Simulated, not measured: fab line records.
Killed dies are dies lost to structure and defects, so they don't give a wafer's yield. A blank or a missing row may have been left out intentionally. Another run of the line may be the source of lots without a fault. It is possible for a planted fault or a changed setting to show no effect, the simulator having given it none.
Matching of chambers / flow gf180mcu / 4 sister chambers for GF_V3_CMP_26 on cmp-02
The step polishes, stops on SiO2, t overpolish 15 s, target thk 0 nm. 8 wafers are shown with their chamber, then 7 later ones without.

## WAFERS PAIRED WITH THEIR CHAMBERS
wafer=L211.5; chamber=2; motor_current_A (A)=10.8; time_to_endpoint_s (s)=83
wafer=L219.3; chamber=2; motor_current_A (A)=11.1; time_to_endpoint_s (s)=78
wafer=L219.5; chamber=1; motor_current_A (A)=10.3; time_to_endpoint_s (s)=90
wafer=L222.5; chamber=0; motor_current_A (A)=12.6; time_to_endpoint_s (s)=84
wafer=L223.4; chamber=3; motor_current_A (A)=10.0; time_to_endpoint_s (s)=86
wafer=L223.5; chamber=3; motor_current_A (A)=10.3; time_to_endpoint_s (s)=84
wafer=L225.1; chamber=1; motor_current_A (A)=10.2; time_to_endpoint_s (s)=88
wafer=L225.5; chamber=0; motor_current_A (A)=13.3; time_to_endpoint_s (s)=80

## WAFERS WITHOUT THEIR CHAMBER
wafer=L225.6; motor_current_A (A)=10.1; time_to_endpoint_s (s)=85
wafer=L232.2; motor_current_A (A)=12.7; time_to_endpoint_s (s)=79
wafer=L232.4; motor_current_A (A)=10.8; time_to_endpoint_s (s)=77
wafer=L232.6; motor_current_A (A)=10.2; time_to_endpoint_s (s)=80
wafer=L233.3; motor_current_A (A)=9.7; time_to_endpoint_s (s)=103
wafer=L233.5; motor_current_A (A)=11.4; time_to_endpoint_s (s)=86
wafer=L233.6; motor_current_A (A)=10.4; time_to_endpoint_s (s)=85

## CHAMBER TAKEN BY EACH
wafer=L225.6; from the rows above=can't be placed: 3 or 1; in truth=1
wafer=L232.2; from the rows above=0; in truth=0
wafer=L232.4; from the rows above=2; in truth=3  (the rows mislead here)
wafer=L232.6; from the rows above=can't be placed: 3 or 2 or 1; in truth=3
wafer=L233.3; from the rows above=can't be placed: 1 or 3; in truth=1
wafer=L233.5; from the rows above=can't be placed: 2 or 1 or 3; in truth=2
wafer=L233.6; from the rows above=can't be placed: 3 or 1 or 2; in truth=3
Correctly placed: 1 of 7. These rows do not allow placing 5 (true chamber among the candidates in 5). Number placed wrongly: 1.
How it was worked out, from the rows above alone: a wafer's distance from a chamber is the root of the sum, over the readings, of the square of ((its reading less the chamber's mean) divided by the reading's scatter). If the next closest chamber is less than 2 further off than the closest, the wafer can't be placed; otherwise it belongs to the closest. For every chamber, the mean is computed from those of its wafers that are shown. The scatter: the root of (the sum of the squares of (reading less its chamber's mean) over the shown wafers, divided by (wafers less chambers)).
